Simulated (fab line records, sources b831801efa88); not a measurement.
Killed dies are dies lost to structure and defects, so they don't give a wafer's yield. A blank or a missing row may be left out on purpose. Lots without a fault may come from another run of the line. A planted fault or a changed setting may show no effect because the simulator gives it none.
One fault seen from 2 desks | flow sky130 | each desk has only its own numbers; what lay behind them comes last

THE METROLOGY DESK
What the gauges read, lot by lot, whatever tool the lot ran on: means of the sampled wafers that have a number. A lot is out of limits, marked OUT, if its mean lies more than 4 standard deviations from the usual mean; the brackets give that distance.
Columns: A = VIA2_BOW at SKY_VIA2_BOW_MEAS_03, usual 85 um; B = cd_nm at SKY_VIA2_CD_MEAS_12, usual 199.8 nm; C = VIA2_OVL at SKY_VIA2_OVL_MEAS_13, usual 2 nm
lot  | first seen here | A  | B     | C
L394 | day 36 12:19    | 81 | 199.3 | 2
L396 | day 37 07:10    | 94 | 199.0 | 5
L407 | day 41 00:03    | 89 | 201.5 | 2
L408 | day 41 00:58    | 80 | 200.0 | 7
L410 | day 41 05:08    | 77 | 199.2 | 8
L413 | day 42 11:46    | 83 | 202.0 | 4
This desk's finding: nothing out of limits on any of the 6 lots.

THE TOOL OWNER'S DESK: rie_diel-01
The tool's own readings at SKY_VIA2_ETCH_14 (etches BARC in N2/H2, stops on SiO2, time 45.9 s, target depth 60 nm): means of the sampled wafers that have a number, for each lot that ran on this tool. A lot is out of limits, marked OUT, if its mean lies more than 4 standard deviations from the usual mean; the brackets give that distance.
Columns: A = drypump_motor_current_A at SKY_VIA2_ETCH_14, usual 5.7 A; B = oes_product_au at SKY_VIA2_ETCH_14, usual 0.854 a.u.; C = rf_fwd_power_W at SKY_VIA2_ETCH_14, usual 495.1 W; D = throttle_valve_pct at SKY_VIA2_ETCH_14, usual 13.225 %
lot  | first seen here | A   | B     | C               | D
L394 | day 37 14:30    | 5.8 | 0.854 | 493.6           | 13.226
L396 | day 38 08:32    | 5.9 | 0.851 | 494.9           | 13.232
L408 | day 42 01:17    | 5.9 | 0.853 | 574.4 (+47) OUT | 13.232
L410 | day 42 04:36    | 5.9 | 0.850 | 576.8 (+48) OUT | 13.228
This desk's finding: out of limits on L408, L410; first on L408, day 42 01:17 (rf_fwd_power_W at SKY_VIA2_ETCH_14). In limits: L394, L396.

PUT TOGETHER
The tool owner's desk could have raised an alarm at day 42 01:17, on L408, L410.
The metrology desk saw nothing out of limits.
The metrology desk has L408, L410 on record, within its limits.
Of the lots named, all ran SKY_VIA2_ETCH_14 on rie_diel-01.

WHAT THE SIMULATOR HAD PUT IN
Process parameter drift: rie_diel-01, from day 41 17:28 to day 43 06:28, at SKY_VIA2_ETCH_14. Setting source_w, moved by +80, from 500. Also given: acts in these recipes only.
Lots struck among those shown: L408, L410.
Hours from the fault's start to each desk's first reading out of limits: the tool owner's desk, 8.
